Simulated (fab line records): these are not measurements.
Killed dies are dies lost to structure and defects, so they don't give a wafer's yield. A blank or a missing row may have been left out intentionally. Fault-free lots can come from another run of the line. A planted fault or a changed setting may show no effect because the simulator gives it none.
Check of tool commonality -- flow gf180mcu -- Lots sampled 11, wafers sampled 36

REASON IT WAS OPENED
At GF_PSD_RS_MEAS_15 the reading PSD_RS is flagged on 1 of 11 lots. No-fault wafers: 108.6 ohm/sq, standard deviation 0.34.
Rule: a lot is flagged when every wafer of it that has a number lies more than 4 standard deviations from that mean, or none has a number. The rest of the lots are taken to be sound.

lot,measured,on,"PSD_RS (ohm/sq), wafer by wafer",flag
L554,day 14 04:47,film_metro-02,108.9 109.1 109.2,
L555,day 14 17:54,film_metro-04,108.2 107.8 108.3,
L556,day 14 22:14,film_metro-03,109.3 108.7 108.5,
L557,day 15 08:26,film_metro-04,108.5 108.4 108.9,
L561,day 16 18:08,film_metro-03,108.5 108.9 108.9,
L563,day 17 07:12,film_metro-02,110.8 110.9 111.3 110.8 111.2 110.8,FLAGGED
L566,day 18 14:23,film_metro-04,108.6 108.8 108.8,
L571,day 20 12:16,film_metro-03,108.3 108.4 108.2,
L572,day 20 22:07,film_metro-04,108.2 108.3 108.4,
L573,day 20 23:55,film_metro-03,108.4 108.6 108.3,
L574,day 21 09:42,film_metro-02,108.5 108.5 109.2,
The mean of the flagged lots' numbers is 111.0 ohm/sq, +2.4 ohm/sq from the usual (+7 standard deviations).

EACH LOT AND THE TOOL IT RAN ON
Before the reading, the record contains 2 process steps out of a 602-step route. Cell contents, in order: the tool; ch with the chambers the sampled wafers went through; the start.
lot,flag,GF_PSD_IMPLANT_09,GF_PSD_STRIP_10
L554,,"implanter-04 ch 0, day 14 04:14","plasma_asher-01 ch 0,1, day 14 04:22"
L555,,"implanter-03 ch 0, day 14 17:20","plasma_asher-02 ch 0,1, day 14 17:29"
L556,,"implanter-01 ch 0, day 14 21:41","plasma_asher-01 ch 0,1, day 14 21:49"
L557,,"implanter-03 ch 0, day 15 07:52","plasma_asher-02 ch 0,1, day 15 07:59"
L561,,"implanter-01 ch 0, day 16 17:35","plasma_asher-02 ch 0,1, day 16 17:43"
L563,FLAGGED,"implanter-01 ch 0, day 17 06:38","plasma_asher-01 ch 0,1, day 17 06:47"
L566,,"implanter-03 ch 0, day 18 13:50","plasma_asher-01 ch 0,1, day 18 13:58"
L571,,"implanter-01 ch 0, day 20 11:41","plasma_asher-02 ch 0,1, day 20 11:50"
L572,,"implanter-01 ch 0, day 20 21:34","plasma_asher-03 ch 0,1, day 20 21:41"
L573,,"implanter-01 ch 0, day 20 23:21","plasma_asher-02 ch 0,1, day 20 23:29"
L574,,"implanter-01 ch 0, day 21 09:08","plasma_asher-03 ch 0,1, day 21 09:16"
What is done by these steps:
- GF_PSD_IMPLANT_09
- GF_PSD_STRIP_10: strips in O2/N2.
- GF_PSD_RS_MEAS_15: measures by four-point-probe.

FLAGGED AGAINST TOTAL, ONE TOOL AT A TIME (gauges that did the reading follow at the end)
step,tool,lots run,flagged,share of the flagged lots,sound lots run after its first flagged lot
GF_PSD_IMPLANT_09,implanter-01,7,1,all,"4 (L571,L572,L573,L574)"
GF_PSD_IMPLANT_09,implanter-03,3,0,none,-
GF_PSD_IMPLANT_09,implanter-04,1,0,none,-
GF_PSD_STRIP_10,plasma_asher-01,4,1,all,1 (L566)
GF_PSD_STRIP_10,plasma_asher-02,5,0,none,-
GF_PSD_STRIP_10,plasma_asher-03,2,0,none,-
GF_PSD_RS_MEAS_15,film_metro-02,3,1,all,1 (L574)
GF_PSD_RS_MEAS_15,film_metro-03,4,0,none,-
GF_PSD_RS_MEAS_15,film_metro-04,4,0,none,-

WHAT IS ALLOWED BY THE TABLE
3 rows of the table ran every flagged lot: implanter-01 at GF_PSD_IMPLANT_09, plasma_asher-01 at GF_PSD_STRIP_10, film_metro-02 at GF_PSD_RS_MEAS_15.
- implanter-01 at GF_PSD_IMPLANT_09 ran 7 lots, 1 of them flagged. After the first flagged lot (L571, L572, L573, L574), sound lots still ran on it; a lasting fault on the whole tool would not permit that. Its own readings (beam_energy_keV) fall more than 4 standard deviations out on all wafers of the flagged lots.
- plasma_asher-01 at GF_PSD_STRIP_10 ran 4 lots, 1 of them flagged. After the first flagged lot (L566), sound lots still ran on it; a lasting fault on the whole tool would not permit that. Its own readings (strip_time_to_endpoint_s) fall more than 4 standard deviations out on all wafers of the flagged lots.
- film_metro-02 at GF_PSD_RS_MEAS_15 ran 3 lots, 1 of them flagged. After the first flagged lot (L574), sound lots still ran on it; a lasting fault on the whole tool would not permit that.
No row of the table ran every flagged lot and no sound lot after the first.

WHAT WAS PUT IN BY THE SIMULATOR
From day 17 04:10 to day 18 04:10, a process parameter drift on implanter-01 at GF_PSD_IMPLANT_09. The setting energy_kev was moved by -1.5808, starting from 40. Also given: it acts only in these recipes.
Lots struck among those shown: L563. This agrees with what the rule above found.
